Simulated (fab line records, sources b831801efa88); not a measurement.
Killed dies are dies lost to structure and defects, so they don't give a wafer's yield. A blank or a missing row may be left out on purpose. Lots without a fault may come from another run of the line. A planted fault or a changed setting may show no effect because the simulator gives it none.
fab line records | flow gf180mcu
record lots=24 wafers=72 last_day=34
route steps=602 shown HV_LDD@199 SAB@274 CONTACT@305 V3@432 M4@456
lots that met no fault: from a run of the same line without faults
start_h: hours from the record's first day to the start of the lot's first wafer shown | wait_h: hours since the lot's step before | " the same as in the row above | L1.1+2: a row that stands for several wafers | - no value, or no start given | * or withheld: withheld | < > ~ a bound
route shown NAME@n: a module of which the file shows steps, and the number in the route of the first | usual: mean/standard deviation of fault-free wafers | same: alike in all rows | chamber/n: place in a boat | sites: the reading at each site | _std_site: their standard deviation | _edge_site: outer sites' mean less inner sites' | radius_mm: how far each site lies from the wafer's centre | mask NAME#n: copy n | behind: the tool/chamber that last shaped the wafer | hold: why the lot was held/for how many hours/how that ended | device: the transistor (n, p or np) that didn't switch | end of line: the same wafers' tests at the end of the route | a step without rows: its recipe alone | killed: dies lost to structure and defects at the first sort, not the wafer's yield | map: a wafer's dies, x killed, . not, _ none there
set.NAME: the setting as run; set.NAME@STEP: as run at that earlier step | model.NAME: the simulator's own value behind a step, which no gauge read
steps of the route over a sample of lots; a table a step, a row a wafer
services: from which hour (start_h, from the record's first day; less than 0 if before it) a tool's chamber was out of use, for how many hours, and why
## steps
# step GF_HV_LDD_TW_MEAS_23
# usual HV_LDD_2_TW=1050/9.3
# columns lot.wafer tool chamber start_h wait_h HV_LDD_2_TW
L074.2 film_metro-03 - 235.40 0.1 1046
L074.5 " - " " 1046
L074.6 " - " " 1048
L075.2 film_metro-03 - 239.50 0.1 1046
L075.3 " - " " 1043
L075.4 " - " " 1047
L076.1 film_metro-02 - 244.89 0.1 1064
L076.2 " - " " 1061
L076.4 " - " " 1060
L077.1 film_metro-03 - 256.89 0.1 1043
L077.4 " - " " 1047
L077.5 " - " " 1045
L078.2 film_metro-02 - 265.85 0.1 1063
L078.5 " - " " 1056
L078.6 " - " " 1062
L079.4 film_metro-04 - 277.85 0.1 1028
L079.5 " - " " 1037
L079.6 " - " " 1032
L080.2 film_metro-02 - 280.95 0.1 1059
L080.3 " - " " 1056
L080.4 " - " " 1061
L081.1 film_metro-02 - 284.09 0.1 1061
L081.4 " - " " 1059
L081.6 " - " " 1057
L082.1 film_metro-03 - 295.14 0.1 1047
L082.2 " - " " 1047
L082.6 " - " " 1048
L083.3 film_metro-03 - 303.66 0.1 1043
L083.5 " - " " 1047
L083.6 " - " " 1049
L084.2 film_metro-04 - 310.80 0.1 1040
L084.3 " - " " 1037
L084.4 " - " " 1041
L085.3 film_metro-03 - 317.06 0.1 1052
L085.4 " - " " 1050
L085.6 " - " " 1055
L086.4 film_metro-03 - 325.12 0.1 1051
L086.5 " - " " 1048
L086.6 " - " " 1048
L087.1 film_metro-03 - 334.34 0.1 1048
L087.5 " - " " 1051
L087.6 " - " " 1053
L088.3 film_metro-02 - 340.31 0.1 1062
L088.4 " - " " 1059
L088.5 " - " " 1059
L089.1 film_metro-04 - 351.89 0.1 1040
L089.4 " - " " 1043
L089.5 " - " " 1038
L090.2 film_metro-03 - 356.45 0.1 1047
L090.3 " - " " 1048
L090.5 " - " " 1053
L091.2 film_metro-02 - 362.35 0.1 1066
L091.4 " - " " 1065
L091.6 " - " " 1063
L092.1 film_metro-04 - 369.39 0.1 1038
L092.5 " - " " 1040
L092.6 " - " " 1041
L093.4 film_metro-02 - 377.87 0.1 1064
L093.5 " - " " 1065
L093.6 " - " " 1067
L094.3 film_metro-02 - 383.56 0.1 1063
L094.4 " - " " 1064
L094.6 " - " " 1061
L095.2 film_metro-03 - 393.75 0.1 1039
L095.3 " - " " 1045
L095.6 " - " " 1043
L096.1 film_metro-03 - 399.29 0.1 1041
L096.2 " - " " 1046
L096.3 " - " " 1038
L097.4 film_metro-04 - 409.07 0.1 1040
L097.5 " - " " 1044
L097.6 " - " " 1041
# step GF_SAB_OVL_MEAS_10
# usual SAB_OVL=-0.2/1.4
# columns lot.wafer tool chamber start_h wait_h SAB_OVL[nm]
L074.2 overlay-02 - 337.64 0.1 -0.1
L074.5 " - " " 1.6
L074.6 " - " " 2.1
L075.2 overlay-02 - 345.46 0.1 0.2
L075.3 " - " " 0.9
L075.4 " - " " -0.3
L076.1 overlay-01 - 348.63 0.1 -1.3
L076.2 " - " " -2.0
L076.4 " - " " 0.1
L077.1 overlay-01 - 366.08 0.1 0.1
L077.4 " - " " -1.0
L077.5 " - " " -0.1
L078.2 overlay-01 - 375.06 0.1 1.4
L078.5 " - " " 0.0
L078.6 " - " " -1.2
L079.4 overlay-01 - 388.42 0.1 -1.3
L079.5 " - " " -3.0
L079.6 " - " " -1.3
L080.2 overlay-01 - 391.89 0.1 1.8
L080.3 " - " " 0.1
L080.4 " - " " 0.0
L081.1 overlay-01 - 397.60 0.1 -2.0
L081.4 " - " " -1.9
L081.6 " - " " -0.7
L082.1 overlay-01 - 411.06 0.1 0.4
L082.2 " - " " -0.1
L082.6 " - " " -0.7
L083.3 overlay-01 - 423.92 0.1 -2.6
L083.5 " - " " -1.7
L083.6 " - " " -0.2
L084.2 overlay-01 - 427.31 0.1 1.3
L084.3 " - " " 0.8
L084.4 " - " " 2.2
L085.3 overlay-01 - 431.77 0.1 -1.0
L085.4 " - " " -2.2
L085.6 " - " " 0.9
L086.4 overlay-01 - 444.02 0.1 2.4
L086.5 " - " " -1.0
L086.6 " - " " 0.3
L087.1 overlay-01 - 453.43 0.1 1.1
L087.5 " - " " -1.9
L087.6 " - " " 0.7
L088.3 overlay-01 - 459.57 0.1 -0.4
L088.4 " - " " -2.7
L088.5 " - " " -1.0
L089.1 overlay-01 - 474.00 0.1 1.5
L089.4 " - " " 0.1
L089.5 " - " " -0.4
L090.2 overlay-02 - 479.34 0.1 0.6
L090.3 " - " " 2.4
L090.5 " - " " 0.9
L091.2 overlay-02 - 485.54 0.1 -1.3
L091.4 " - " " 1.0
L091.6 " - " " -1.7
L092.1 overlay-02 - 492.10 0.1 1.0
L092.5 " - " " 0.3
L092.6 " - " " 1.8
L093.4 overlay-01 - 501.67 0.1 0.9
L093.5 " - " " 1.0
L093.6 " - " " 1.1
L094.3 overlay-02 - 506.26 0.1 -2.3
L094.4 " - " " -2.1
L094.6 " - " " -0.9
L095.2 overlay-01 - 518.96 0.1 0.0
L095.3 " - " " 1.0
L095.6 " - " " -0.2
L096.1 overlay-01 - 523.95 0.1 -0.9
L096.2 " - " " 0.5
L096.3 " - " " -0.6
L097.4 overlay-01 - 534.27 0.1 -2.5
L097.5 " - " " -1.2
L097.6 " - " " -0.7
# step GF_CONTACT_STRIP_18
# recipe chemistry=O2/N2 power_w=1400 pressure_mtorr=1500 platen_temp_c=250 o2_flow_sccm=3000 n2_flow_sccm=300 overash_fraction=0.5
# usual drypump_motor_current_A=5.6/0.43 heater_power_w=332/17 oes_product_au=0.582/0.0049
# columns lot.wafer tool chamber start_h wait_h drypump_motor_current_A heater_power_w oes_product_au rf_hours_counter_h
L074.2 plasma_asher-01 0 360.00 - 5.8 304 0.575 25
L074.5 " 1 " " 5.9 363 0.581 -
L074.6 " 0 " " 5.8 312 0.585 -
L075.2 plasma_asher-03 1 368.86 - 6.0 329 0.586 74
L075.3 " 0 " " 4.9 321 0.586 -
L075.4 " 1 " " 5.9 332 0.571 -
L076.1 plasma_asher-01 0 372.20 - 5.8 309 0.574 26
L076.2 " 1 " " 5.9 373 0.596 26
L076.4 " 0 " " 5.8 311 0.577 -
L077.1 plasma_asher-04 0 390.76 - 5.9 337 0.588 73
L077.4 " 0 " " 5.9 344 0.583 -
L077.5 " 1 " " 5.2 325 0.586 -
L078.2 plasma_asher-03 1 399.91 - 6.0 321 0.583 77
L078.5 " 1 " " 6.0 327 0.581 -
L078.6 " 0 " " 4.9 316 0.584 -
L079.4 plasma_asher-03 1 413.84 - 6.0 314 0.587 -
L079.5 " 1 " " 6.0 326 0.585 -
L079.6 " 0 " " 5.0 330 0.593 -
L080.2 plasma_asher-04 1 416.66 - 5.2 320 0.573 76
L080.3 " 0 " " 6.0 336 0.577 -
L080.4 " 1 " " 5.2 323 0.582 -
L081.1 plasma_asher-04 0 423.15 - 6.0 337 0.573 77
L081.4 " 0 " " 6.0 338 0.592 -
L081.6 " 1 " " 5.2 325 0.579 -
L082.1 plasma_asher-04 1 437.75 - 5.2 324 0.578 79
L082.2 " 0 " " 6.0 338 0.586 79
L082.6 " 0 " " 6.0 336 0.583 -
L083.3 plasma_asher-01 1 449.89 - 5.9 374 0.576 -
L083.5 " 1 " " 5.9 369 0.588 -
L083.6 " 0 " " 5.8 301 0.583 -
L084.2 plasma_asher-03 0 453.30 - 5.0 324 0.584 1
L084.3 " 1 " " 6.0 344 0.590 -
L084.4 " 0 " " 5.0 336 0.584 -
L085.3 plasma_asher-04 0 457.44 - 5.9 336 0.590 -
L085.4 " 1 " " 5.2 325 0.584 -
L085.6 " 0 " " 5.9 325 0.580 -
L086.4 plasma_asher-04 1 469.94 - 5.2 331 0.585 -
L086.5 " 0 " " 6.0 334 0.578 -
L086.6 " 1 " " 5.2 330 0.584 -
L087.1 plasma_asher-01 0 479.80 - 5.8 304 0.579 39
L087.5 " 1 " " 5.9 377 0.582 -
L087.6 " 0 " " 5.8 305 0.581 -
L088.3 plasma_asher-04 0 485.54 - 6.0 328 0.596 -
L088.4 " 1 " " 5.2 332 0.572 -
L088.5 " 1 " " 5.2 331 0.576 -
L089.1 plasma_asher-04 1 499.60 - 5.2 325 0.579 85
L089.4 " 0 " " 5.9 335 0.581 -
L089.5 " 1 " " 5.2 318 0.585 -
L090.2 plasma_asher-03 1 504.70 - 6.0 334 0.586 7
L090.3 " 0 " " 4.9 330 0.577 -
L090.5 " 1 " " 6.0 337 0.573 -
L091.2 plasma_asher-04 1 511.00 - 5.2 327 0.578 86
L091.4 " 1 " " 5.2 326 0.576 -
L091.6 " 0 " " 6.0 334 0.579 -
L092.1 plasma_asher-03 0 517.64 - 4.9 325 0.582 8
L092.5 " 1 " " 6.0 334 0.585 -
L092.6 " 0 " " 5.0 322 0.587 -
L093.4 plasma_asher-04 0 526.79 - 6.0 336 0.587 -
L093.5 " 1 " " 5.2 326 0.583 -
L093.6 " 0 " " 6.0 336 0.579 -
L094.3 plasma_asher-03 1 531.93 - 6.0 333 0.574 -
L094.4 " 0 " " 5.0 338 0.588 -
L094.6 " 0 " " 4.9 328 0.588 -
L095.2 plasma_asher-03 0 543.40 - 4.9 339 0.579 11
L095.3 " 1 " " 5.9 327 0.587 -
L095.6 " 0 " " 4.9 334 0.578 -
L096.1 plasma_asher-03 0 549.15 - 5.0 323 0.580 11
L096.2 " 1 " " 6.0 332 0.585 11
L096.3 " 0 " " 4.9 332 0.583 -
L097.4 plasma_asher-01 0 558.73 - 5.8 311 0.574 -
L097.5 " 0 " " 5.8 299 0.578 -
L097.6 " 1 " " 5.9 374 0.579 -
# step GF_V3_THK_MEAS_03
# recipe reads=SiO2_of_V3_CVD_02
# usual V3_CVD_02_THK=849/9.7
# columns lot.wafer tool chamber start_h wait_h V3_CVD_02_THK[nm]
L074.2 film_metro-02 - 485.79 0.0 831
L074.5 " - " " 854
L074.6 " - " " 854
L075.2 film_metro-04 - 497.72 0.0 836
L075.3 " - " " 825
L075.4 " - " " 841
L076.1 film_metro-02 - 500.09 0.0 849
L076.2 " - " " 838
L076.4 " - " " 865
L077.1 film_metro-04 - 517.16 0.0 855
L077.4 " - " " 857
L077.5 " - " " 854
L078.2 film_metro-01 - 527.91 0.0 848
L078.5 " - " " 858
L078.6 " - " " 852
L079.4 film_metro-02 - 541.12 0.0 849
L079.5 " - " " 852
L079.6 " - " " 864
L080.2 film_metro-01 - 544.25 0.0 829
L080.3 " - " " 840
L080.4 " - " " 845
L081.1 film_metro-04 - 551.29 0.0 831
L081.4 " - " " 850
L081.6 " - " " 849
L082.1 film_metro-02 - 563.06 0.0 837
L082.2 " - " " 842
L082.6 " - " " 847
L083.3 film_metro-02 - 574.24 0.1 838
L083.5 " - " " 865
L083.6 " - " " 868
L084.2 film_metro-02 - 577.70 0.0 851
L084.3 " - " " 847
L084.4 " - " " 856
L085.3 film_metro-02 - 580.58 0.1 860
L085.4 " - " " 850
L085.6 " - " " 856
L086.4 film_metro-02 - 592.10 0.0 857
L086.5 " - " " 852
L086.6 " - " " 863
L087.1 film_metro-01 - 601.69 0.0 845
L087.5 " - " " 866
L087.6 " - " " 863
L088.3 film_metro-04 - 606.22 0.1 835
L088.4 " - " " 860
L088.5 " - " " 860
L089.1 film_metro-02 - 618.49 0.0 834
L089.4 " - " " 847
L089.5 " - " " 846
L090.2 film_metro-01 - 623.37 0.0 833
L090.3 " - " " 841
L090.5 " - " " 845
L091.2 film_metro-04 - 628.84 0.0 840
L091.4 " - " " 855
L091.6 " - " " 860
L092.1 film_metro-02 - 634.60 0.0 835
L092.5 " - " " 863
L092.6 " - " " 853
L093.4 film_metro-02 - 642.83 0.0 862
L093.5 " - " " 859
L093.6 " - " " 859
L094.3 film_metro-01 - 646.79 0.1 847
L094.4 " - " " 855
L094.6 " - " " 852
L095.2 film_metro-02 - 658.24 0.0 847
L095.3 " - " " 836
L095.6 " - " " 853
L096.1 film_metro-02 - 662.49 0.0 841
L096.2 " - " " 853
L096.3 " - " " 841
L097.4 film_metro-02 - 668.96 0.0 857
L097.5 " - " " 854
L097.6 " - " " 860
# step GF_M4_SPUTTER_00
# recipe material=Ti target_thk_nm=37.5 arriving_ion_energy_ev=80 substrate_temp_c=200 chamber_pressure_pa=2 power_w=4000 time_s=150
# usual cathode_dc_power_W=4000.1/0.64 throttle_valve_pct=29.2/0.79
# columns lot.wafer tool chamber start_h wait_h cathode_dc_power_W throttle_valve_pct
L074.2 pvd_sputter-02 - 511.70 0.2 3999.0 30.4
L074.5 " - " " 3999.8 27.3
L074.6 " - " " 4000.9 29.1
L075.2 pvd_sputter-04 - 523.63 0.2 4000.7 29.9
L075.3 " - " " 4000.7 28.0
L075.4 " - " " 3999.8 28.7
L076.1 pvd_sputter-03 - 525.05 0.1 3999.2 30.1
L076.2 " - " " 4000.7 28.9
L076.4 " - " " 4000.6 28.8
L077.1 pvd_sputter-04 - 541.90 0.2 3999.8 29.0
L077.4 " - " " 4001.5 28.1
L077.5 " - " " 3999.1 29.2
L078.2 pvd_sputter-03 - 551.79 0.2 3999.2 28.8
L078.5 " - " " 4000.0 28.6
L078.6 " - " " 4000.7 28.7
L079.4 pvd_sputter-04 - 565.39 0.2 4000.7 29.0
L079.5 " - " " 3999.9 28.9
L079.6 " - " " 4000.0 29.9
L080.2 pvd_sputter-03 - 568.16 0.2 3999.4 28.6
L080.3 " - " " 4000.5 29.9
L080.4 " - " " 4000.7 30.2
L081.1 pvd_sputter-04 - 574.90 0.2 4002.2 29.0
L081.4 " - " " 4000.1 29.7
L081.6 " - " " 3999.9 29.4
L082.1 pvd_sputter-03 - 585.89 0.2 4000.5 30.4
L082.2 " - " " 4000.2 28.6
L082.6 " - " " 3999.3 30.2
L083.3 pvd_sputter-04 - 598.11 0.2 4001.0 29.8
L083.5 " - " " 4000.4 27.9
L083.6 " - " " 4000.5 29.9
L084.2 pvd_sputter-03 - 601.01 0.1 4000.2 29.0
L084.3 " - " " 4001.1 30.0
L084.4 " - " " 4000.0 30.3
L085.3 pvd_sputter-03 - 603.24 0.1 4000.1 28.9
L085.4 " - " " 4000.4 28.8
L085.6 " - " " 3999.4 30.3
L086.4 pvd_sputter-04 - 615.25 0.2 4000.7 29.4
L086.5 " - " " 3998.6 29.1
L086.6 " - " " 3999.7 27.8
L087.1 pvd_sputter-04 - 624.44 0.1 4000.1 28.1
L087.5 " - " " 4000.1 29.9
L087.6 " - " " 3998.7 27.7
L088.3 pvd_sputter-02 - 628.50 0.2 3999.2 27.1
L088.4 " - " " 3998.7 30.4
L088.5 " - " " 4000.0 30.4
L089.1 pvd_sputter-03 - 640.46 0.1 3999.7 28.7
L089.4 " - " " 3999.3 30.0
L089.5 " - " " 3999.4 28.9
L090.2 pvd_sputter-02 - 645.59 0.2 4000.5 30.4
L090.3 " - " " 3999.7 29.8
L090.5 " - " " 4001.0 29.1
L091.2 pvd_sputter-03 - 650.67 0.2 4000.0 28.7
L091.4 " - " " 3999.4 29.0
L091.6 " - " " 3998.5 28.7
L092.1 pvd_sputter-04 - 656.49 0.1 4000.2 28.8
L092.5 " - " " 3999.4 28.8
L092.6 " - " " 4000.9 29.1
L093.4 pvd_sputter-04 - 663.84 0.2 3999.6 29.4
L093.5 " - " " 3999.9 28.7
L093.6 " - " " 3999.7 30.0
L094.3 pvd_sputter-04 - 668.39 0.1 4000.4 28.9
L094.4 " - " " 3999.7 29.2
L094.6 " - " " 3999.1 29.0
L095.2 pvd_sputter-04 - 678.91 0.1 4000.5 29.7
L095.3 " - " " 3999.7 28.7
L095.6 " - " " 3999.6 28.0
L096.1 pvd_sputter-04 - 683.93 0.2 4000.1 29.4
L096.2 " - " " 3999.9 27.9
L096.3 " - " " 4000.2 29.1
L097.4 pvd_sputter-03 - 690.04 0.1 3999.2 30.4
L097.5 " - " " 4000.5 28.8
L097.6 " - " " 4000.4 28.7
# step GF_M4_STRIP_17
# recipe chemistry=O2/N2 power_w=1400 pressure_mtorr=1500 platen_temp_c=250 o2_flow_sccm=3000 n2_flow_sccm=300 overash_fraction=0.5
# usual drypump_motor_current_A=5.7/0.3 heater_power_w=331/22 oes_product_au=0.537/0.0043 strip_time_to_endpoint_s=7.37/0.037
# columns lot.wafer tool chamber start_h wait_h drypump_motor_current_A heater_power_w oes_product_au rf_hours_counter_h strip_time_to_endpoint_s
L074.2 plasma_asher-02 1 535.35 0.1 5.5 337 0.542 75 7.40
L074.5 " 0 " " 6.1 316 0.534 - 7.36
L074.6 " 1 " " 5.5 344 0.534 - 7.38
L075.2 plasma_asher-01 0 546.37 0.1 5.8 303 0.540 46 7.40
L075.3 " 1 " " 5.9 371 0.532 - 7.38
L075.4 " 0 " " 5.8 309 0.543 - 7.35
L076.1 plasma_asher-02 1 547.95 0.1 5.5 352 0.535 76 7.40
L076.2 " 0 " " 6.1 304 0.533 76 7.39
L076.4 " 0 " " 6.0 311 0.539 - 7.39
L077.1 plasma_asher-04 0 564.40 0.1 6.0 334 0.532 92 7.31
L077.4 " 1 " " 5.2 326 0.534 - 7.35
L077.5 " 0 " " 6.0 335 0.534 - 7.33
L078.2 plasma_asher-02 1 574.47 0.1 5.5 344 0.533 79 7.30
L078.5 " 0 " " 6.1 307 0.536 - 7.36
L078.6 " 1 " " 5.5 334 0.537 - 7.34
L079.4 plasma_asher-04 1 586.98 0.1 5.2 326 0.539 - 7.39
L079.5 " 1 " " 5.2 322 0.532 - 7.36
L079.6 " 0 " " 5.9 343 0.540 - 7.42
L080.2 plasma_asher-01 0 589.87 0.1 5.8 302 0.537 51 7.35
L080.3 " 0 " " 5.8 302 0.535 - 7.37
L080.4 " 1 " " 5.9 364 0.543 - 7.38
L081.1 plasma_asher-02 0 596.57 0.1 6.0 308 0.531 81 7.40
L081.4 " 0 " " 6.1 304 0.536 - 7.35
L081.6 " 0 " " 6.1 303 0.529 - 7.36
L082.1 plasma_asher-04 1 607.43 0.2 5.2 320 0.522 96 7.32
L082.2 " 0 " " 6.0 348 0.537 96 7.31
L082.6 " 1 " " 5.2 327 0.535 - 7.35
L083.3 plasma_asher-01 1 620.03 0.1 5.9 370 0.528 - 7.34
L083.5 " 1 " " 5.9 376 0.538 - 7.35
L083.6 " 0 " " 5.8 307 0.534 - 7.36
L084.2 plasma_asher-04 1 621.97 0.1 5.2 322 0.541 98 7.37
L084.3 " 1 " " 5.2 331 0.536 - 7.35
L084.4 " 0 " " 6.0 330 0.535 - 7.36
L085.3 plasma_asher-02 1 623.83 0.1 5.5 339 0.535 - 7.43
L085.4 " 0 " " 6.1 307 0.534 - 7.31
L085.6 " 1 " " 5.5 334 0.538 - 7.33
L086.4 plasma_asher-01 1 636.28 0.1 5.9 377 0.541 - 7.36
L086.5 " 1 " " 5.9 376 0.534 - 7.35
L086.6 " 0 " " 5.8 303 0.540 - 7.41
L087.1 plasma_asher-02 0 645.57 0.1 6.1 308 0.531 86 7.35
L087.5 " 0 " " 6.1 300 0.541 - 7.38
L087.6 " 1 " " 5.5 347 0.533 - 7.39
L088.3 plasma_asher-01 0 648.75 0.1 5.8 304 0.533 - 7.41
L088.4 " 1 " " 5.9 369 0.539 - 7.37
L088.5 " 0 " " 5.8 308 0.538 - 7.39
L089.1 plasma_asher-04 0 661.02 0.1 5.9 342 0.533 102 7.32
L089.4 " 0 " " 6.0 337 0.536 - 7.32
L089.5 " 0 " " 6.0 341 0.531 - 7.31
L090.2 plasma_asher-04 0 665.67 0.1 6.0 339 0.537 102 7.45
L090.3 " 1 " " 5.2 319 0.544 - 7.42
L090.5 " 1 " " 5.2 315 0.543 - 7.39
L091.2 plasma_asher-04 1 670.99 0.1 5.2 323 0.536 103 7.40
L091.4 " 0 " " 6.0 331 0.536 - 7.39
L091.6 " 0 " " 5.9 339 0.534 - 7.39
L092.1 plasma_asher-04 0 675.97 0.1 6.0 345 0.546 103 7.47
L092.5 " 0 " " 6.0 336 0.541 - 7.43
L092.6 " 1 " " 5.2 321 0.535 - 7.45
L093.4 plasma_asher-02 0 683.55 0.1 6.1 311 0.538 - 7.36
L093.5 " 0 " " 6.1 307 0.537 - 7.32
L093.6 " 1 " " 5.5 333 0.535 - 7.31
L094.3 plasma_asher-04 0 687.83 0.2 5.9 339 0.529 - 7.32
L094.4 " 1 " " 5.3 322 0.539 - 7.30
L094.6 " 1 " " 5.2 322 0.538 - 7.35
L095.2 plasma_asher-01 1 697.97 0.2 5.9 367 0.538 62 7.33
L095.3 " 1 " " 5.9 373 0.537 - 7.35
L095.6 " 1 " " 5.9 378 0.540 - 7.37
L096.1 plasma_asher-02 0 702.51 0.1 6.1 300 0.532 92 7.38
L096.2 " 1 " " 5.5 336 0.540 92 7.40
L096.3 " 0 " " 6.1 304 0.535 - 7.35
L097.4 plasma_asher-01 0 708.63 0.1 5.8 308 0.547 - 7.37
L097.5 " 0 " " 5.9 313 0.539 - 7.39
L097.6 " 1 " " 5.9 373 0.534 - 7.36
## services
# columns tool chamber start_h hours kind
pvd_sputter-04 - 355.04 30.5 repair
pvd_sputter-02 - 394.15 5.1 repair
plasma_asher-03 - 421.25 9.0 pm
pvd_sputter-03 - 424.92 35.1 repair
plasma_asher-04 - 425.55 0.4 repair
plasma_asher-03 - 430.25 14.6 pm
pvd_sputter-02 - 431.42 1.4 repair
pvd_sputter-04 - 437.01 2.5 repair
pvd_sputter-02 - 437.82 2.0 repair
plasma_asher-01 - 466.10 1.2 repair
pvd_sputter-04 0 468.76 - consumable_replace:kit
pvd_sputter-04 0 468.76 18.0 scheduled_down
pvd_sputter-04 0 468.76 18.0 vent_cycle
pvd_sputter-03 - 472.33 2.7 repair
plasma_asher-02 - 522.36 0.6 repair
plasma_asher-03 - 575.32 0.4 repair
pvd_sputter-04 3 589.09 - consumable_replace:kit
plasma_asher-01 - 604.46 0.5 repair
pvd_sputter-03 - 612.93 8.6 repair
pvd_sputter-03 - 613.28 2.6 repair
pvd_sputter-03 - 630.12 8.2 repair
plasma_asher-04 - 649.61 1.4 repair
plasma_asher-01 - 658.55 5.1 repair
plasma_asher-02 - 665.13 2.8 repair
## key
fault none
